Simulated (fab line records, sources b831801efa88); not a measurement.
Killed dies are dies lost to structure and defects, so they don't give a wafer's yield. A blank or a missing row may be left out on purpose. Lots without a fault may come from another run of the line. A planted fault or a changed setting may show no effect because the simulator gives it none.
fab line records | flow sfq_line
record lots=6 wafers=18 last_day=85
route steps=325 shown M7@295 I7@296
lots that met no fault: from a run of the same line without faults
start_h: hours from the record's first day to the start of the lot's first wafer shown | wait_h: hours since the lot's step before | " the same as in the row above | L1.1+2: a row that stands for several wafers | - no value, or no start given | * or withheld: withheld | < > ~ a bound
route shown NAME@n: a module of which the file shows steps, and the number in the route of the first | usual: mean/standard deviation of fault-free wafers | same: alike in all rows | chamber/n: place in a boat | sites: the reading at each site | _std_site: their standard deviation | _edge_site: outer sites' mean less inner sites' | radius_mm: how far each site lies from the wafer's centre | mask NAME#n: copy n | behind: the tool/chamber that last shaped the wafer | hold: why the lot was held/for how many hours/how that ended | device: the transistor (n, p or np) that didn't switch | end of line: the same wafers' tests at the end of the route | a step without rows: its recipe alone | killed: dies lost to structure and defects at the first sort, not the wafer's yield | map: a wafer's dies, x killed, . not, _ none there
set.NAME: the setting as run; set.NAME@STEP: as run at that earlier step | model.NAME: the simulator's own value behind a step, which no gauge read
lots at some steps of the route; a table a step, a row a wafer
services: from which hour (start_h, from the record's first day; less than 0 if before it) a tool's chamber was out of use, for how many hours, and why
## steps
# step SFQ_TRILAYER_M7_STRIP_SOLV_CLEAN_182
# recipe chemistry=NMP temp_c=70 time_s=600
# step SFQ_TRILAYER_I7_DEP_PECVD_183
# recipe material=SiO2 temp_c=150 time_s=111.11 pressure_torr=2.4 rf_w=183.3 precursor=SiH4/N2O target_thk_nm=500
# usual heater_power_w=83/16 throttle_valve_pct=24.3/1.2
# columns lot.wafer tool chamber start_h wait_h heater_power_w throttle_valve_pct
L518.3 pecvd-04 0 1750.46 0.0 83 24.2
L518.4 " 0 " " 68 24.1
L518.5 " 1 " " 66 24.1
L529.1 pecvd-04 0 1869.62 0.0 80 24.3
L529.2 " 2 " " 109 22.7
L529.4 " 2 " " 113 22.7
L530.2 pecvd-01 2 1876.84 0.0 79 25.7
L530.3 " 0 " " 85 26.1
L530.5 " 0 " " 85 26.1
L535.1 pecvd-03 1 1908.02 0.0 65 25.5
L535.3 " 0 " " 83 24.2
L535.6 " 2 " " 111 23.8
L536.1 pecvd-03 1 1915.35 0.0 73 25.9
L536.2 " 2 " " 104 24.0
L536.3 " 0 " " 78 24.0
L540.1 pecvd-03 2 1959.21 0.0 103 24.2
L540.2 " 1 " " 65 25.7
L540.3 " 0 " " 70 24.2
# step SFQ_TRILAYER_I7_CMP_CMP_184
# recipe material=SiO2 down_force_psi=3 platen_rpm=60 pad_velocity_m_s=0.94248
# usual motor_current_A=10.0/0.75 platen_rpm=60.00/0.044 slurry_flow_ml_min=150.0/0.44 time_to_endpoint_s=212/9
# columns lot.wafer tool chamber start_h wait_h motor_current_A platen_rpm slurry_flow_ml_min time_to_endpoint_s
L518.4 cmp-01 3 1751.98 1.4 9.7 59.97 149.6 214
L518.3 " 2 1753.48 3.0 10.2 60.03 150.1 205
L518.5 " 0 1754.48 3.9 10.7 60.03 150.1 211
L529.2 cmp-02 1 1869.70 0.0 9.2 60.00 149.4 217
L529.1 " 2 " " 9.4 60.04 149.7 224
L529.4 " 0 1871.20 1.5 10.1 60.02 149.1 234
L530.3 cmp-01 2 1876.92 0.0 10.9 59.95 150.2 193
L530.2 " 0 1877.92 1.0 10.4 60.03 150.2 201
L530.5 " 2 1878.92 2.0 10.2 60.05 150.3 205
L535.1 cmp-02 2 1909.20 1.1 8.4 59.97 150.3 218
L535.3 " 3 " " 9.7 60.01 149.9 203
L535.6 " 1 1910.70 2.6 9.4 59.96 149.5 222
L536.1 cmp-01 3 1916.02 0.6 9.8 60.01 149.8 205
L536.3 " 1 1917.02 1.6 10.1 60.03 149.8 205
L536.2 " 2 " " 11.0 59.91 149.8 197
L540.3 cmp-02 2 1960.47 1.2 8.8 59.92 149.4 214
L540.1 " 3 " " 10.9 59.95 150.5 205
L540.2 " 0 " " 10.3 60.03 150.4 216
# step SFQ_I7_BOW_MEAS_946
# recipe mode=bow
# usual I7_BOW=9/9.7
# columns lot.wafer tool chamber start_h wait_h I7_BOW[um]
L518.3 film_metro-03 - 1755.02 1.0 7
L518.4 " - " " 7
L518.5 " - " " 6
L529.1 film_metro-02 - 1872.70 2.0 2
L529.2 " - " " -10
L529.4 " - " " 5
L530.2 film_metro-03 - 1879.94 1.5 8
L530.3 " - " " 8
L530.5 " - " " 10
L535.1 film_metro-03 - 1911.70 2.0 5
L535.3 " - " " 16
L535.6 " - " " 14
L536.1 film_metro-01 - 1919.02 2.5 24
L536.2 " - " " 14
L536.3 " - " " 18
L540.1 film_metro-02 - 1962.97 1.5 0
L540.2 " - " " 6
L540.3 " - " " -3
# step SFQ_TRILAYER_I7_METRO_MEASURE_185
# usual thk_nm=199.9/1.1
# columns lot.wafer tool chamber start_h wait_h thk_nm
L518.3 film_metro-03 - 1755.50 0.5 199.0
L518.4 " - " " 198.9
L518.5 " - " " 199.1
L529.1 film_metro-02 - 1872.82 0.1 201.5
L529.2 " - " " 202.2
L529.4 " - " " 200.5
L530.2 film_metro-03 - 1880.24 0.3 198.2
L530.3 " - " " 197.8
L530.5 " - " " 198.8
L535.1 film_metro-03 - 1911.82 0.1 199.1
L535.3 " - " " 200.2
L535.6 " - " " 200.3
L536.1 film_metro-01 - 1919.14 0.1 201.1
L536.2 " - " " 198.8
L536.3 " - " " 197.4
L540.1 film_metro-02 - 1963.09 0.1 199.1
L540.2 " - " " 201.0
L540.3 " - " " 200.2
# step SFQ_TRILAYER_I7_VIA_LITHO_COAT_192
# recipe resist=BARC spin_rpm=3000 resist_thk_nm=62
# step SFQ_TRILAYER_I7_VIA_LITHO_COAT_187
# recipe resist=KrF spin_rpm=3000 resist_thk_nm=650
# step SFQ_TRILAYER_I7_VIA_LITHO_SOFTBAKE_191
# recipe temp_c=withheld time_s=withheld resist=KrF
# step SFQ_TRILAYER_I7_VIA_LITHO_EXPOSE_188
# recipe mask_id=I7 na=0.6 source_shape=conventional sigma_outer=0.65 target_cd_nm=1000 dose_mj=21.3
# step SFQ_TRILAYER_I7_VIA_LITHO_PEB_190
# recipe peb_temp_c=115 peb_time_s=60 resist=KrF
# step SFQ_TRILAYER_I7_VIA_LITHO_DEVELOP_189
# recipe time_s=60 resist=KrF
# step SFQ_I7_OVL_MEAS_947
# usual I7_OVL=-1/5.1
# columns lot.wafer tool chamber start_h wait_h I7_OVL[nm]
L518.3 overlay-02 - 1787.18 0.1 -1
L518.4 " - " " 3
L518.5 " - " " -4
L529.1 overlay-01 - 1876.27 0.1 -8
L529.2 " - " " -8
L529.4 " - " " -12
L530.2 overlay-01 - 1883.49 0.1 -7
L530.3 " - " " -10
L530.5 " - " " -7
L535.1 overlay-01 - 2007.40 0.1 1
L535.3 " - " " -5
L535.6 " - " " 3
L536.1 overlay-01 - 2012.20 0.1 5
L536.2 " - " " -1
L536.3 " - " " 0
L540.1 overlay-02 - 2036.32 0.1 7
L540.2 " - " " 5
L540.3 " - " " 5
# step SFQ_TRILAYER_I7_VIA_BARC_OPEN_VIA_ETCH_260
# recipe mask_material=PR chemistry=O2 target_depth_nm=125 target=BARC source_w=500 bias_w=80 pressure_mtorr=30 time_s=41.7
# usual bias_w=80.03/0.22 drypump_motor_current_A=5.6/0.46 oes_product_au=0.685/0.0044
# columns lot.wafer tool chamber start_h wait_h bias_w drypump_motor_current_A oes_product_au rf_hours_counter_h model.KrF_of_TRILAYER_I7_VIA_LITHO_COAT_187.thk_nm
L518.3 rie_diel-01 0 1787.20 0.0 80.11 5.8 0.688 18 573.8
L518.4 " 1 " " 79.90 5.1 0.688 20 575.5
L518.5 " 0 " " 79.81 5.8 0.680 - 573.2
L529.1 rie_diel-01 3 1876.31 0.0 61.00 5.2 0.679 18 577.1
L529.2 " 2 " " 80.00 5.1 0.686 18 572.6
L529.4 " 0 " " 80.11 5.8 0.688 20 570.6
L530.2 rie_diel-01 3 1883.52 0.0 60.71 5.1 0.678 18 574.3
L530.3 " 0 " " 80.35 5.7 0.674 20 571.6
L530.5 " 1 " " 80.16 5.1 0.690 - 573.4
L535.1 rie_diel-04 2 2007.43 0.0 80.07 5.0 0.691 7 573.1
L535.3 " 3 " " 79.94 6.3 0.680 13 570.8
L535.6 " 3 " " 79.98 6.2 0.687 - 571.8
L536.1 rie_diel-04 0 2012.23 0.0 80.13 6.0 0.686 11 574.6
L536.2 " 2 " " 79.85 5.0 0.682 7 576.8
L536.3 " 3 " " 79.99 6.3 0.690 14 576.5
L540.1 rie_diel-02 1 2036.36 0.0 80.15 5.7 0.686 19 572
L540.2 " 3 " " 79.74 5.9 0.693 7 572.4
L540.3 " 2 " " 80.01 5.6 0.685 0 574.1
# step SFQ_TRILAYER_I7_VIA_ETCH_VIA_ETCH_190
# recipe target=SiO2 stop_on=Nb mask_material=PR taper_deg=20 chemistry=CHF3 target_depth_nm=260 source_w=500 bias_w=80 pressure_mtorr=30 time_s=withheld
# usual bias_w=80.02/0.23 drypump_motor_current_A=5.6/0.46 oes_product_au=0.854/0.0054
# columns lot.wafer tool chamber start_h wait_h bias_w drypump_motor_current_A oes_product_au model.KrF_of_TRILAYER_I7_VIA_LITHO_COAT_187.thk_nm
L518.3 rie_diel-01 0 1787.24 0.0 79.97 5.8 0.847 527.8
L518.4 " 1 " " 80.01 5.0 0.849 530.3
L518.5 " 0 " " 80.15 5.7 0.857 527.1
L529.1 rie_diel-01 3 1876.35 0.0 80.15 5.1 0.863 531.4
L529.2 " 2 " " 79.98 5.1 0.860 527.8
L529.4 " 0 " " 79.66 5.7 0.847 525.5
L530.2 rie_diel-01 3 1883.56 0.0 80.24 5.1 0.856 528.6
L530.3 " 0 " " 79.98 5.7 0.851 526.5
L530.5 " 1 " " 80.20 5.1 0.850 529.4
L535.1 rie_diel-04 2 2007.47 0.0 79.86 5.0 0.860 529.9
L535.3 " 3 " " 80.09 6.3 0.853 526.6
L535.6 " 3 " " 79.64 6.3 0.848 527.3
L536.1 rie_diel-04 0 2012.27 0.0 79.85 6.0 0.854 530.9
L536.2 " 2 " " 80.07 5.0 0.858 533.7
L536.3 " 3 " " 80.30 6.3 0.838 532.4
L540.1 rie_diel-02 1 2036.40 0.0 80.21 5.7 0.859 526.3
L540.2 " 3 " " 80.43 5.9 0.852 527
L540.3 " 2 " " 80.09 5.6 0.852 530.1
# step SFQ_TRILAYER_I7_VIA_STRIP_STRIP_191
# recipe gas=O2 power_w=200 platen_temp_c=40 overash_fraction=0.6759 chemistry=O2 pressure_mtorr=50
# usual drypump_motor_current_A=5.8/0.53 oes_product_au=0.997/0.0094
# columns lot.wafer tool chamber start_h wait_h drypump_motor_current_A oes_product_au rf_hours_counter_h
L518.3 rie_metal-03 0 1787.55 - 5.1 1.006 -
L518.4 " 1 " " 6.0 1.000 -
L518.5 " 0 " " 5.1 0.997 -
L529.1 rie_metal-02 0 1876.46 - 6.6 1.017 75
L529.2 " 1 " " 5.4 0.999 70
L529.4 " 0 " " 6.7 1.007 -
L530.2 rie_metal-04 0 1883.67 - 5.8 0.993 63
L530.3 " 0 " " 5.8 0.993 -
L530.5 " 0 " " 5.8 0.997 -
L535.1 rie_metal-04 1 2007.59 - 5.5 0.986 54
L535.3 " 0 " " 5.8 0.986 -
L535.6 " 1 " " 5.5 0.997 -
L536.1 rie_metal-03 1 2012.39 - 6.0 0.996 132
L536.2 " 0 " " 5.1 0.995 27
L536.3 " 1 " " 5.9 0.991 -
L540.1 rie_metal-02 0 2036.51 - 6.7 1.008 98
L540.2 " 1 " " 5.4 0.976 89
L540.3 " 1 " " 5.4 0.985 -
## services
# columns tool chamber start_h hours kind
rie_diel-01 2 1744.61 7.9 repair
rie_diel-01 3 1752.91 2.7 repair
rie_diel-04 1 1769.07 3.3 repair
cmp-02 - 1773.00 4.0 pm
rie_diel-04 2 1784.22 23.4 repair
rie_diel-04 - 1786.57 2.8 pm
film_metro-03 - 1797.31 10.0 pm
cmp-02 - 1801.56 2.0 repair
pecvd-03 - 1805.01 1.4 repair
cmp-02 - 1811.13 3.8 pm
rie_diel-01 3 1815.16 1.3 repair
film_metro-03 - 1819.33 1.4 pm
rie_diel-01 1 1823.23 7.5 repair
film_metro-03 - 1823.49 0.3 pm
rie_diel-01 0 1833.46 9.9 repair
rie_diel-04 1 1853.17 5.0 repair
rie_diel-04 - 1918.04 0.2 repair
rie_diel-04 1 1939.12 4.9 repair
rie_diel-04 3 1945.57 2.8 repair
rie_diel-04 2 1971.19 7.9 repair
rie_diel-01 2 1993.81 8.0 repair
rie_diel-04 - 1994.66 0.1 repair
rie_diel-04 1 2003.54 10.6 repair
rie_diel-01 - 2032.64 0.4 repair
## key
first_sign step=SFQ_TRILAYER_I7_VIA_BARC_OPEN_VIA_ETCH_260 reading=bias_w direction=down sigmas=87 usual=80.03 struck=60.85
effect none on later readings
model_effect step=SFQ_TRILAYER_I7_VIA_BARC_OPEN_VIA_ETCH_260 value=KrF_of_TRILAYER_I7_VIA_LITHO_COAT_187.thk_nm without=571.6 struck=575.7
model_effect step=SFQ_TRILAYER_I7_VIA_ETCH_VIA_ETCH_190 value=KrF_of_TRILAYER_I7_VIA_LITHO_COAT_187.thk_nm without=525.9 struck=530
met_at SFQ_TRILAYER_I7_VIA_BARC_OPEN_VIA_ETCH_260
struck_wafers L529.1,L530.2
fault kind=process_parameter_drift tool=rie_diel-01 chamber=3 onset_h=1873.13 steps=SFQ_TRILAYER_I7_VIA_BARC_OPEN_VIA_ETCH_260 channel=bias_w offset=-19.071 shape=step end_h=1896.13 acts_in=these_recipes_only stated=80
